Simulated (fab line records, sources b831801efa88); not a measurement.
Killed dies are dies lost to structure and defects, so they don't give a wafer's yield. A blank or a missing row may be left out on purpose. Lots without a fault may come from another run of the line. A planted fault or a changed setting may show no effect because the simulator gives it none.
Tool commonality check | flow gf180mcu | 13 lots, 39 wafers sampled

WHY IT WAS OPENED
At GF_MVPSD_TW_MEAS_11 the reading MVPSD_TW is flagged on 3 of 13 lots. Wafers without a fault read 554, standard deviation 3.
Rule: a lot is flagged when every wafer of it that has a number lies more than 4 standard deviations from that mean, or none has a number. The other lots count as sound.

lot  | measured     | on            | MVPSD_TW, wafer by wafer | flag
L421 | day 4 23:40  | film_metro-03 | 556 554 557              |
L422 | day 5 08:31  | film_metro-04 | 549 544 550              |
L423 | day 5 12:29  | film_metro-01 | 557 553 553              |
L424 | day 5 19:22  | film_metro-01 | 553 553 552              |
L425 | day 6 02:44  | film_metro-03 | 556 558 559              |
L426 | day 6 07:50  | film_metro-04 | 554 558 555              |
L427 | day 6 11:58  | film_metro-01 | 561 558 558              |
L428 | day 7 01:55  | film_metro-04 | 556 556 553              |
L430 | day 7 09:11  | film_metro-04 | 554 553 557              |
L437 | day 9 03:25  | film_metro-01 | 551 551 550              |
L439 | day 9 17:40  | film_metro-01 | 1033 1033 1035           | FLAGGED
L440 | day 9 21:21  | film_metro-03 | 1046 1049 1046           | FLAGGED
L441 | day 10 02:58 | film_metro-04 | 1033 1035 1040           | FLAGGED
The numbers of the flagged lots are 1039 on average: +485 against the usual, or +99 or more standard deviations.

WHICH TOOL RAN EACH LOT
The record holds 1 process step before the reading, out of a route of 602 steps. In each cell: the tool, then ch and the chambers that the sampled wafers went through, then the start.
lot  | flag    | GF_MVPSD_IMPLANT_08
L421 |         | implanter-04 ch 0, day 4 23:17
L422 |         | implanter-02 ch 0, day 5 08:07
L423 |         | implanter-04 ch 0, day 5 12:05
L424 |         | implanter-02 ch 0, day 5 18:59
L425 |         | implanter-04 ch 0, day 6 02:19
L426 |         | implanter-02 ch 0, day 6 07:28
L427 |         | implanter-02 ch 0, day 6 11:34
L428 |         | implanter-02 ch 0, day 7 01:31
L430 |         | implanter-04 ch 0, day 7 08:50
L437 |         | implanter-04 ch 0, day 9 03:01
L439 | FLAGGED | implanter-03 ch 0, day 9 17:16
L440 | FLAGGED | implanter-04 ch 0, day 9 20:59
L441 | FLAGGED | implanter-03 ch 0, day 10 02:34
What these steps do:
- GF_MVPSD_IMPLANT_08
- GF_MVPSD_TW_MEAS_11

FLAGGED OVER TOTAL, TOOL BY TOOL (the gauges that took the reading come last)
step                | tool          | lots run | flagged | share of the flagged lots | sound lots run after its first flagged lot
GF_MVPSD_IMPLANT_08 | implanter-02  | 5        | 0       | none                      | -
GF_MVPSD_IMPLANT_08 | implanter-03  | 2        | 2       | some                      | 0
GF_MVPSD_IMPLANT_08 | implanter-04  | 6        | 1       | some                      | 0
GF_MVPSD_TW_MEAS_11 | film_metro-01 | 5        | 1       | some                      | 0
GF_MVPSD_TW_MEAS_11 | film_metro-03 | 3        | 1       | some                      | 0
GF_MVPSD_TW_MEAS_11 | film_metro-04 | 5        | 1       | some                      | 0

WHAT THE TABLE ALLOWS
No row of the table ran every flagged lot.

WHAT THE SIMULATOR HAD PUT IN
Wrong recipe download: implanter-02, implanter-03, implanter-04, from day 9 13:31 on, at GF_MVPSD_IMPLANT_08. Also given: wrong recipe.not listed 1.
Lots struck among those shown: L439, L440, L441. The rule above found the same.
